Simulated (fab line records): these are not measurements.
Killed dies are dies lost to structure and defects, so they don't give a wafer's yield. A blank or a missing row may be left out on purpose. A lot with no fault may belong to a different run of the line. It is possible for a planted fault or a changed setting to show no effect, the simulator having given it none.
fab line records	flow gf180mcu
record lots=13	wafers=39	lastDay=34
route steps=602 shown CONTACT@310 M1@318
lots with no fault: from the same line, run without faults
startH: hours from the record's first day to the start of the lot's first wafer shown	waitH: hours since the lot's step before	" same as the row above	L1.1+2: several wafers, shown together as one row	- value missing, or start not given	* or withheld: withheld	< > ~ a bound
route shown NAME@n: NAME is a module with steps in the file, n the number in the route of the first one	usual: average and standard deviation across the fault-free wafers	same: alike in all rows	chamber/n: place in a boat	sites: each site's reading	_std_site: how widely they spread, as a standard deviation	_edge_site: inner sites' mean taken away from outer sites' mean	radiusMm: for every site, how far away it sits from the centre of the wafer	mask NAME#n: copy n	behind: the last tool/chamber to shape the wafer	hold: what put the lot on hold/how long, in hours/how the hold closed	device: whichever transistor did not switch (one of n, p or np)	end of line: the tests these same wafers got at the end of their route	a step given without rows: its recipe and nothing more	killed: count of dies lost to structure and defects at first sort (not the wafer's yield)	map: the dies of a wafer, with x for killed, . for not killed, _ for no die there
set.NAME: the run value of the setting; set.NAME@STEP: its run value at that earlier step	model.NAME: the simulator's own value behind a step, which no gauge read
a sample of lots followed through the steps of the route, with each step as a table and each wafer as a row
services: when a tool's chamber went out of use (startH, in hours from the record's first day, below 0 if earlier), for how many hours, and the reason
## steps
# step GF_CONTACT_SPUTTER_23
# recipe material=TiN	targetThkNm=10	chamberPressurePa=5	powerW=4000	timeS=40
# usual throttleValvePct=29.9/0.93
lot.wafer	tool	chamber	startH	waitH	throttleValvePct
L867.2	pvdSputter-01	-	363.12	0.0	29.7
L867.4	"	-	"	"	31.0
L867.5	"	-	"	"	29.8
L868.1	pvdSputter-01	-	381.16	0.0	31.0
L868.2	"	-	"	"	29.5
L868.5	"	-	"	"	29.5
L870.2	pvdSputter-04	-	397.65	0.0	30.2
L870.3	"	-	"	"	29.4
L870.5	"	-	"	"	31.3
L872.3	pvdSputter-01	-	418.50	0.0	29.6
L872.4	"	-	"	"	29.2
L872.6	"	-	"	"	29.6
L877.4	pvdSputter-03	-	461.40	0.0	30.2
L877.5	"	-	"	"	28.8
L877.6	"	-	"	"	30.1
L878.3	pvdSputter-01	-	466.09	0.0	29.4
L878.4	"	-	"	"	30.8
L878.5	"	-	"	"	31.1
L879.1	pvdSputter-03	-	481.49	0.0	29.0
L879.4	"	-	"	"	30.0
L879.5	"	-	"	"	29.8
L880.1	pvdSputter-03	-	490.40	0.0	29.3
L880.2	"	-	"	"	30.1
L880.3	"	-	"	"	29.9
L881.2	pvdSputter-04	-	498.90	0.0	28.5
L881.3	"	-	"	"	29.7
L881.6	"	-	"	"	28.5
L882.1	pvdSputter-01	-	503.30	0.0	29.6
L882.4	"	-	"	"	29.5
L882.5	"	-	"	"	30.8
L887.1	pvdSputter-03	-	543.80	0.0	29.2
L887.3	"	-	"	"	30.0
L887.6	"	-	"	"	29.9
L888.2	pvdSputter-04	-	556.40	0.0	28.5
L888.3	"	-	"	"	30.4
L888.5	"	-	"	"	28.6
L889.2	pvdSputter-01	-	558.31	0.0	29.6
L889.3	"	-	"	"	30.5
L889.6	"	-	"	"	29.3
# step GF_CONTACT_CVD_24
# recipe material=W	targetThkNm=300	timeS=90.339	tempC=400	pressureTorr=40
# usual chamberPressureTorr=39.99/0.087	heaterPowerOuterW=549/68	heaterPowerW=883/86	susceptorTempC=400.00/0.22
lot.wafer	tool	chamber	startH	waitH	chamberPressureTorr	heaterPowerOuterW	heaterPowerW	sinceWetCleanH	susceptorTempC
L867.2	cvdW-01	1	363.16	0.0	39.94	649	923	973	399.72
L867.4	"	1	"	"	39.89	637	945	-	399.94
L867.5	"	1	"	"	39.95	630	927	-	400.15
L868.1	cvdW-01	0	381.20	0.0	40.03	520	817	991	400.09
L868.2	"	1	"	"	40.04	637	928	991	400.34
L868.5	"	0	"	"	39.89	528	817	-	400.07
L870.2	cvdW-02	0	397.69	0.0	39.80	464	811	494	399.96
L870.3	"	1	"	"	40.03	644	1024	-	399.98
L870.5	"	1	"	"	39.96	632	1005	-	399.89
L872.3	cvdW-02	0	418.57	0.1	40.03	460	822	-	400.03
L872.4	"	1	"	"	39.92	634	1053	-	399.68
L872.6	"	1	"	"	39.86	635	1013	-	400.00
L877.4	cvdW-02	0	461.45	0.0	-	-	-	-	-
L877.5	"	1	"	"	-	-	-	-	-
L877.6	"	0	"	"	-	-	-	-	-
L878.3	cvdW-02	1	466.16	0.1	-	-	-	-	-
L878.4	"	0	"	"	-	-	-	-	-
L878.5	"	0	"	"	-	-	-	-	-
L879.1	cvdW-02	0	481.53	0.0	40.01	462	812	578	399.81
L879.4	"	0	"	"	40.08	465	830	-	399.99
L879.5	"	0	"	"	39.95	470	834	-	399.75
L880.1	cvdW-02	1	490.44	0.0	40.11	645	1017	586	399.74
L880.2	"	0	"	"	40.02	475	850	586	400.09
L880.3	"	0	"	"	39.81	463	821	-	400.21
L881.2	cvdW-01	0	498.94	0.0	40.04	496	801	95	399.62
L881.3	"	1	"	"	40.08	585	856	-	400.07
L881.6	"	0	"	"	40.11	497	800	-	399.89
L882.1	cvdW-02	0	503.34	0.0	40.22	474	826	599	399.87
L882.4	"	0	"	"	40.07	456	841	-	399.96
L882.5	"	0	"	"	40.14	470	812	-	399.94
L887.1	cvdW-01	1	543.84	0.0	40.02	591	845	140	399.97
L887.3	"	0	"	"	40.01	491	838	-	399.77
L887.6	"	1	"	"	39.97	571	876	-	400.08
L888.2	cvdW-01	0	556.44	0.0	39.94	495	795	152	399.73
L888.3	"	1	"	"	40.09	577	874	-	400.04
L888.5	"	0	"	"	40.12	510	798	-	399.78
L889.2	cvdW-01	1	558.34	0.0	39.98	578	884	154	400.53
L889.3	"	1	"	"	40.06	581	873	-	400.13
L889.6	"	0	"	"	40.00	501	812	-	399.95
# step GF_CONTACT_RS_MEAS_25
# recipe thkMeasGauge=four-point-probe	reads=W_of_CONTACT_CVD_24+TiN_of_CONTACT_SPUTTER_23+Ti_of_CONTACT_SPUTTER_22
# usual CONTACT_W_RS=0.384/0.0047
lot.wafer	tool	chamber	startH	waitH	hold	CONTACT_W_RS[ohm/sq]
L867.2	filmMetro-03	-	363.28	0.1	-	0.385
L867.4	"	-	"	"	-	0.382
L867.5	"	-	"	"	-	0.384
L868.1	filmMetro-04	-	381.30	0.1	-	0.386
L868.2	"	-	"	"	-	0.385
L868.5	"	-	"	"	-	0.386
L870.2	filmMetro-01	-	397.81	0.1	-	0.385
L870.3	"	-	"	"	-	0.391
L870.5	"	-	"	"	-	0.390
L872.3	filmMetro-04	-	418.68	0.1	-	0.378
L872.4	"	-	"	"	-	0.389
L872.6	"	-	"	"	-	0.386
L877.4	filmMetro-03	-	461.58	0.1	awaitDispo/0.2h/release	43.671
L877.5	"	-	"	"	awaitDispo/0.2h/release	44.078
L877.6	"	-	"	"	awaitDispo/0.2h/release	43.477
L877.4	filmMetro-03	-	461.87	0.3	-	43.664
L877.5	"	-	"	"	-	44.134
L877.6	"	-	"	"	-	43.517
L878.3	filmMetro-01	-	466.27	0.1	awaitDispo/0.2h/release	42.898
L878.4	"	-	"	"	awaitDispo/0.2h/release	42.852
L878.5	"	-	"	"	awaitDispo/0.2h/release	42.897
L878.3	filmMetro-01	-	466.55	0.3	-	42.944
L878.4	"	-	"	"	-	42.918
L878.5	"	-	"	"	-	42.885
L879.1	filmMetro-01	-	481.63	0.1	-	0.386
L879.4	"	-	"	"	-	0.385
L879.5	"	-	"	"	-	0.386
L880.1	filmMetro-03	-	490.54	0.1	-	0.390
L880.2	"	-	"	"	-	0.389
L880.3	"	-	"	"	-	0.388
L881.2	filmMetro-03	-	499.14	0.2	-	0.386
L881.3	"	-	"	"	-	0.382
L881.6	"	-	"	"	-	0.381
L882.1	filmMetro-03	-	503.54	0.2	-	0.388
L882.4	"	-	"	"	-	0.390
L882.5	"	-	"	"	-	0.397
L887.1	filmMetro-01	-	543.94	0.1	-	0.381
L887.3	"	-	"	"	-	0.383
L887.6	"	-	"	"	-	0.377
L888.2	filmMetro-04	-	556.56	0.1	-	0.376
L888.3	"	-	"	"	-	0.384
L888.5	"	-	"	"	-	0.376
L889.2	filmMetro-04	-	558.46	0.1	-	0.384
L889.3	"	-	"	"	-	0.384
L889.6	"	-	"	"	-	0.381
# step GF_M1_SPUTTER_03
# recipe material=Ti	targetThkNm=10	substrateTempC=300	chamberPressurePa=0.3	powerW=3000	timeS=6.7
# usual throttleValvePct=30.0/0.97
lot.wafer	tool	chamber	startH	waitH	throttleValvePct
L867.2	pvdSputter-02	-	363.92	0.0	28.3
L867.4	"	-	"	"	30.9
L867.5	"	-	"	"	28.4
L868.1	pvdSputter-04	-	381.94	0.0	31.4
L868.2	"	-	"	"	28.5
L868.5	"	-	"	"	28.3
L870.2	pvdSputter-01	-	398.43	0.0	31.0
L870.3	"	-	"	"	29.5
L870.5	"	-	"	"	31.3
L872.3	pvdSputter-04	-	419.28	0.0	30.1
L872.4	"	-	"	"	31.9
L872.6	"	-	"	"	28.4
L879.1	pvdSputter-02	-	482.27	0.0	28.7
L879.4	"	-	"	"	29.2
L879.5	"	-	"	"	28.5
L880.1	pvdSputter-01	-	491.28	0.0	31.0
L880.2	"	-	"	"	29.4
L880.3	"	-	"	"	29.1
L881.2	pvdSputter-01	-	499.76	0.0	29.6
L881.3	"	-	"	"	30.9
L881.6	"	-	"	"	29.6
L882.1	pvdSputter-01	-	504.18	0.0	31.2
L882.4	"	-	"	"	29.5
L882.5	"	-	"	"	29.4
L887.1	pvdSputter-01	-	544.72	0.0	29.1
L887.3	"	-	"	"	29.3
L887.6	"	-	"	"	29.6
L888.2	pvdSputter-01	-	557.18	0.0	30.9
L888.3	"	-	"	"	31.2
L888.5	"	-	"	"	29.6
L889.2	pvdSputter-02	-	559.30	0.0	29.7
L889.3	"	-	"	"	28.6
L889.6	"	-	"	"	28.4
# step GF_M1_SPUTTER_04
# recipe material=TiN	targetThkNm=50	powerW=6500	timeS=41.7	chamberPressurePa=0.4
# usual throttleValvePct=30.0/0.97
lot.wafer	tool	chamber	startH	waitH	throttleValvePct
L867.2	pvdSputter-02	-	363.94	0.0	28.6
L867.4	"	-	"	"	30.7
L867.5	"	-	"	"	28.7
L868.1	pvdSputter-04	-	381.96	0.0	31.8
L868.2	"	-	"	"	28.5
L868.5	"	-	"	"	28.5
L870.2	pvdSputter-01	-	398.45	0.0	31.2
L870.3	"	-	"	"	29.5
L870.5	"	-	"	"	31.4
L872.3	pvdSputter-04	-	419.30	0.0	30.2
L872.4	"	-	"	"	31.9
L872.6	"	-	"	"	28.4
L879.1	pvdSputter-02	-	482.29	0.0	28.6
L879.4	"	-	"	"	29.3
L879.5	"	-	"	"	28.7
L880.1	pvdSputter-01	-	491.30	0.0	31.1
L880.2	"	-	"	"	29.5
L880.3	"	-	"	"	29.4
L881.2	pvdSputter-01	-	499.78	0.0	29.3
L881.3	"	-	"	"	30.7
L881.6	"	-	"	"	29.7
L882.1	pvdSputter-01	-	504.20	0.0	31.3
L882.4	"	-	"	"	29.5
L882.5	"	-	"	"	29.3
L887.1	pvdSputter-01	-	544.75	0.0	29.4
L887.3	"	-	"	"	29.1
L887.6	"	-	"	"	29.4
L888.2	pvdSputter-01	-	557.20	0.0	30.8
L888.3	"	-	"	"	31.4
L888.5	"	-	"	"	29.3
L889.2	pvdSputter-02	-	559.32	0.0	29.4
L889.3	"	-	"	"	28.5
L889.6	"	-	"	"	28.4
## services
tool	chamber	startH	hours	kind
pvdSputter-04	1	352.99	-	consumableReplace:kit
pvdSputter-04	1	352.99	18.0	scheduledDown
pvdSputter-04	1	352.99	18.0	ventCycle
pvdSputter-02	-	377.29	9.3	repair
cvdW-02	1	386.79	9.7	repair
cvdW-01	-	390.00	14.0	pm
pvdSputter-03	-	421.64	5.2	repair
pvdSputter-03	-	423.91	7.4	repair
pvdSputter-03	-	435.55	0.5	repair
pvdSputter-02	-	438.22	22.0	repair
pvdSputter-04	-	467.95	7.3	repair
cvdW-02	1	473.81	2.4	repair
pvdSputter-04	0	484.65	-	consumableReplace:kit
pvdSputter-04	0	484.65	18.0	scheduledDown
pvdSputter-04	0	484.65	18.0	ventCycle
cvdW-02	1	491.89	13.0	repair
cvdW-02	0	492.65	4.2	repair
pvdSputter-02	-	501.20	6.2	repair
cvdW-02	-	511.09	0.2	repair
pvdSputter-01	-	515.94	5.4	repair
pvdSputter-02	-	523.85	1.9	repair
pvdSputter-04	-	531.03	1.6	repair
pvdSputter-03	-	547.42	4.6	repair
pvdSputter-01	-	551.28	1.9	repair
## key
firstSign step=GF_CONTACT_CVD_24	reading=toolRecord	direction=missing
effect step=GF_CONTACT_RS_MEAS_25	reading=visit	direction=added
effect step=GF_CONTACT_RS_MEAS_25	reading=CONTACT_W_RS	direction=up	sigmas=99+	usual=0.384	struck=43.312
metAt GF_CONTACT_CVD_24
struckLots L877,L878
scrappedBehind GF_CONTACT_RS_MEAS_25 L877.4,L877.5,L877.6,L878.3,L878.4,L878.5
notActingAt GF_CONTACT_SPUTTER_23,GF_M1_SPUTTER_03,GF_M1_SPUTTER_04
onsetBetween 418.57 461.45
fault kind=skippedStepWhole	tool=cvdW-02	chamber=-	onsetH=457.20	steps=GF_CONTACT_CVD_24	scope=struckLotsOnly
